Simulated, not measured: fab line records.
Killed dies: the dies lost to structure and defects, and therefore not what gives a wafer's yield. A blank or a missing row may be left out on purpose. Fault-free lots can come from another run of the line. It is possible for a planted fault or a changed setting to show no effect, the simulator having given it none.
The same fault as seen by 2 desks || flow sky130 || every desk sees just its own numbers, and what lay behind them comes last

== FROM THE METROLOGY DESK ==
Lot by lot, what the gauges showed, no matter which tool ran the lot: averages of those sampled wafers that carry a number. Any lot whose mean is over 4 standard deviations away from the usual mean is out of limits and marked OUT; that distance is given in the brackets. 7 of its 9 readings are shown, namely those furthest out on some lot.
Columns: A = cdNm at SKY_VIA1_CD_MEAS_12, usual 150.1 nm; B = VIA1_OVL at SKY_VIA1_OVL_MEAS_13, usual 0 nm; C = VIA1_W_RS at SKY_VIA1_RS_MEAS_22, usual 0.428 ohm/sq; D = VIA1_W_THK at SKY_VIA1_THK_MEAS_23, usual 258 nm; E = METAL2_ALCU_RS at SKY_METAL2_RS_MEAS_05, usual 0.1268 ohm/sq; F = METAL2_ALCU_THK at SKY_METAL2_THK_MEAS_06, usual 251 nm; G = cdNm at SKY_METAL2_CD_MEAS_15, usual 139.8 nm
{"lot": "L332", "first seen here": "day 33 02:38", "A": 153.9, "B": -12, "C": 0.430, "D": 253, "E": 0.1254, "F": 256, "G": 141.6}
{"lot": "L340", "first seen here": "day 36 05:25", "A": 147.3, "B": -2, "C": 0.428, "D": 259, "E": 0.1272, "F": 251, "G": 140.8}
{"lot": "L341", "first seen here": "day 36 05:53", "A": 150.9, "B": -12, "C": 0.428, "D": 253, "E": 0.1285, "F": 247, "G": 139.2}
{"lot": "L352", "first seen here": "day 39 14:52", "A": 152.5, "B": -4, "C": 0.421, "D": 265, "E": 0.1274, "F": 248, "G": 139.0}
{"lot": "L354", "first seen here": "day 39 22:34", "A": 151.9, "B": 0, "C": 0.425, "D": 256, "E": 0.1257, "F": 251, "G": 141.6}
Finding of this desk: none of the 5 lots has anything out of limits.

== THE TOOL OWNER'S DESK: rieDiel-01 ==
The tool's own readings at SKY_VIA1_ETCH_15 (etches SiO2 in C4F8/O2/Ar, stops on TiN, target depth 351 nm, time 54 s): means of the sampled wafers that have a number, for each lot that ran on this tool. Any lot whose mean is over 4 standard deviations away from the usual mean is out of limits and marked OUT; that distance is given in the brackets.
Columns: A = oesProductAu at SKY_VIA1_ETCH_15, usual 0.981 a.u.
{"lot": "L340", "first seen here": "day 37 07:38", "A": 0.987}
{"lot": "L354", "first seen here": "day 40 23:13", "A": 0.977}
Finding of this desk: none of the 2 lots has anything out of limits.

== BROUGHT TOGETHER ==
At the metrology desk, nothing out of limits was observed.
The tool owner's desk saw nothing out of limits.

== WHAT THE SIMULATOR HAD INSERTED ==
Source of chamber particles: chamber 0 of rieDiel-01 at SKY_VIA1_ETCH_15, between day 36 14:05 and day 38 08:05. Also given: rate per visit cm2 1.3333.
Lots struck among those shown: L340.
